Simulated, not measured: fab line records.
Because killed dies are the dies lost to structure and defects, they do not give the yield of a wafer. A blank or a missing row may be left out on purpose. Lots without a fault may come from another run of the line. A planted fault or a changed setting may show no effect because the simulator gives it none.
Matching of chambers | flow sky130 | 4 sister chambers for SKY_METAL4_ETCH_17 on rie diel-01
The step etches SiO2 in C4F8/O2/Ar, stops on TiN, time 3.9 s, target depth 15 nm. 14 wafers are shown with their chamber, then 7 later ones without.

## EACH WAFER AND ITS CHAMBER
wafer  | chamber | oes product au (a.u.)
L074.1 | 3       | 0.751
L074.4 | 1       | 0.757
L074.5 | 3       | 0.755
L075.2 | 3       | 0.764
L075.3 | 1       | 0.753
L075.4 | 3       | 0.753
L078.4 | 0       | 0.756
L078.5 | 3       | 0.759
L078.6 | 2       | 0.755
L079.1 | 2       | 0.752
L079.3 | 3       | 0.746
L079.4 | 1       | 0.758
L083.1 | 1       | 0.744
L083.5 | 1       | 0.760

SIGNATURES, as means of the wafers listed above
reading        | chamber 0 | chamber 1 | chamber 2 | chamber 3 | scatter within a chamber
oes product au | 0.75600   | 0.75440   | 0.75350   | 0.75467   | 0.00603
Rule: a wafer lies at a distance from a chamber equal to the root of the sum of squares, over the readings, of (its reading less the chamber's mean, divided by the reading's scatter). The wafer belongs to the nearest chamber; if the next one is less than 2 further off, it can't be placed. The scatter: take each reading less its chamber's mean, square it, sum over the shown wafers, divide by the number of wafers less the number of chambers, and take the root.

## WAFERS MISSING THEIR CHAMBER
wafer  | oes product au (a.u.)
L083.6 | 0.765
L089.1 | 0.753
L089.4 | 0.753
L089.6 | 0.748
L095.2 | 0.759
L095.3 | 0.762
L095.6 | 0.769

## WHICH CHAMBER EACH ONE RAN IN
wafer  | from the rows above               | in truth
L083.6 | can't be placed: 0 or 3 or 1 or 2 | 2
L089.1 | can't be placed: 2 or 1 or 3 or 0 | 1
L089.4 | can't be placed: 2 or 1 or 3 or 0 | 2
L089.6 | can't be placed: 2 or 1 or 3 or 0 | 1
L095.2 | can't be placed: 0 or 3 or 1 or 2 | 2
L095.3 | can't be placed: 0 or 3 or 1 or 2 | 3
L095.6 | can't be placed: 0 or 3 or 1 or 2 | 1
Correctly placed: 0 of 7. Cannot be placed on the basis of these rows: 7; the candidates contain the true chamber in 7. Placed wrongly: 0.
